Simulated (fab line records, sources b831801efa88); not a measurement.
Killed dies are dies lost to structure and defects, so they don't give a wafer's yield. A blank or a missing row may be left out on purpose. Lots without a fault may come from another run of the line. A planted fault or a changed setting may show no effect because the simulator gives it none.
One fault seen from 2 desks | flow gf180mcu | each desk has only its own numbers; what lay behind them comes last

THE TOOL OWNER'S DESK: krf_scanner-01
The tool's own readings at GF_V4_EXPOSE_11 (exposes mask Via4, target cd 260 nm): means of the sampled wafers that have a number, for each lot that ran on this tool. A lot is out of limits, marked OUT, if its mean lies more than 4 standard deviations from the usual mean; the brackets give that distance.
Columns: A = exposure_dose_mJ_cm2 at GF_V4_EXPOSE_11, usual 38.06; B = focus_offset_nm at GF_V4_EXPOSE_11, usual 0.0 nm; C = stage_vel_mm_s at GF_V4_EXPOSE_11, usual 499.99 mm/s
lot  | first seen here | A     | B    | C
L386 | day 29 21:59    | 38.27 | -0.1 | 499.91
This desk's finding: nothing out of limits on the one lot.

THE METROLOGY DESK
What the gauges read, lot by lot, whatever tool the lot ran on: means of the sampled wafers that have a number. A lot is out of limits, marked OUT, if its mean lies more than 4 standard deviations from the usual mean; the brackets give that distance.
Columns: A = V4_CVD_00_THK at GF_V4_THK_MEAS_01, usual 598 nm; B = V4_CVD_02_THK at GF_V4_THK_MEAS_03, usual 855 nm; C = V4_BOW at GF_V4_BOW_MEAS_05, usual 133 um
lot  | first seen here | A   | B   | C
L373 | day 25 23:52    | 596 | 849 | 137
L380 | day 28 02:54    | 598 | 857 | 133
L381 | day 28 13:26    | 595 | 849 | 140
L386 | day 29 10:48    | 605 | 864 | 147
L388 | day 30 04:37    | 601 | 849 | 126
L389 | day 30 16:11    | 597 | 854 | 130
This desk's finding: nothing out of limits on any of the 6 lots.

PUT TOGETHER
The tool owner's desk saw nothing out of limits.
The metrology desk saw nothing out of limits.

WHAT THE SIMULATOR HAD PUT IN
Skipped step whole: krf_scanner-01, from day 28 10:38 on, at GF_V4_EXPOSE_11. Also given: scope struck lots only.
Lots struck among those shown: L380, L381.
